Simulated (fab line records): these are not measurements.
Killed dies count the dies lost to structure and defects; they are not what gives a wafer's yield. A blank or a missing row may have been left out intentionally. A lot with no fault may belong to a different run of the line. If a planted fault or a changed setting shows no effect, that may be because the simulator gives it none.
Chamber matching + flow sky130 + SKY_VIA1_CMP_02 on cmp-02 has 4 sister chambers
The step polishes SiO2. 30 wafers are shown with their chamber, then 12 later ones without.

WAFERS PAIRED WITH THEIR CHAMBERS
| wafer  | chamber | motor current A (A) | head pressure psi (psi) |
|--------|---------|---------------------|-------------------------|
| L076.1 | 0       | 12.7                | 4.000                   |
| L076.2 | 3       | 13.6                | 3.983                   |
| L076.6 | 0       | 12.3                | 3.998                   |
| L078.2 | 0       | 12.7                | 4.008                   |
| L078.4 | 1       | 11.3                | 4.014                   |
| L078.5 | 2       | 13.0                | 3.992                   |
| L077.1 | 2       | 13.0                | 3.999                   |
| L077.2 | 1       | 10.4                | 4.003                   |
| L077.4 | 3       | 13.8                | 4.011                   |
| L079.1 | 2       | 13.3                | 4.005                   |
| L079.3 | 1       | 10.3                | 3.994                   |
| L079.5 | 0       | 12.0                | 3.994                   |
| L081.1 | 3       | 14.2                | 4.009                   |
| L081.3 | 0       | 12.6                | 4.002                   |
| L081.6 | 3       | 13.0                | 4.010                   |
| L082.1 | 1       | 10.8                | 3.984                   |
| L082.4 | 2       | 13.6                | 4.015                   |
| L082.5 | 1       | 11.4                | 3.994                   |
| L083.1 | 0       | 11.9                | 3.997                   |
| L083.5 | 1       | 11.0                | 3.996                   |
| L083.6 | 0       | 11.6                | 4.000                   |
| L084.2 | 1       | 10.6                | 3.990                   |
| L084.3 | 3       | 13.0                | 3.999                   |
| L084.4 | 0       | 12.4                | 3.984                   |
| L085.1 | 2       | 12.6                | 3.996                   |
| L085.3 | 0       | 12.1                | 3.999                   |
| L085.4 | 3       | 12.9                | 3.993                   |
| L086.2 | 3       | 14.1                | 4.008                   |
| L086.3 | 1       | 10.7                | 3.997                   |
| L086.5 | 0       | 12.2                | 4.000                   |

SIGNATURES (means of the wafers above)
| reading           | chamber 0 | chamber 1 | chamber 2 | chamber 3 | scatter within a chamber |
|-------------------|-----------|-----------|-----------|-----------|--------------------------|
| motor current A   | 12.250    | 10.812    | 13.100    | 13.514    | 0.423                    |
| head pressure psi | 3.99820   | 3.99650   | 4.00140   | 4.00186   | 0.00856                  |
Rule: distance of a wafer from a chamber = root of the sum over the readings of ((wafer's reading minus chamber's mean) / reading's scatter) squared. If the next closest chamber is less than 2 further off than the closest, the wafer can't be placed; otherwise it belongs to the closest. The scatter: the root of (the sum of the squares of (reading less its chamber's mean) over the shown wafers, divided by (wafers less chambers)).

WAFERS WITHOUT THEIR CHAMBER
| wafer  | motor current A (A) | head pressure psi (psi) |
|--------|---------------------|-------------------------|
| L087.2 | 12.5                | 4.005                   |
| L087.4 | 10.7                | 4.013                   |
| L087.6 | 10.9                | 3.998                   |
| L092.3 | 10.9                | 4.003                   |
| L092.5 | 10.5                | 3.999                   |
| L092.6 | 12.1                | 4.009                   |
| L093.1 | 12.7                | 3.996                   |
| L093.3 | 13.1                | 3.996                   |
| L093.6 | 13.8                | 3.995                   |
| L094.3 | 11.9                | 3.997                   |
| L094.4 | 13.0                | 3.995                   |
| L094.6 | 11.9                | 4.006                   |

WHICH CHAMBER EACH WENT THROUGH
| wafer  | from the rows above          | in truth |
|--------|------------------------------|----------|
| L087.2 | can't be placed: 0 or 2 or 3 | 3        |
| L087.4 | 1                            | 1        |
| L087.6 | 1                            | 1        |
| L092.3 | 1                            | 1        |
| L092.5 | 1                            | 1        |
| L092.6 | can't be placed: 0 or 2      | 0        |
| L093.1 | can't be placed: 0 or 2 or 3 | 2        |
| L093.3 | can't be placed: 2 or 3 or 0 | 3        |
| L093.6 | can't be placed: 3 or 2      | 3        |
| L094.3 | can't be placed: 0 or 1      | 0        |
| L094.4 | can't be placed: 2 or 3 or 0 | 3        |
| L094.6 | can't be placed: 0 or 1 or 2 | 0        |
4 of 12 placed correctly. Can't be placed from these rows: 8 (the true chamber is among the candidates in 8). 0 placed wrongly.
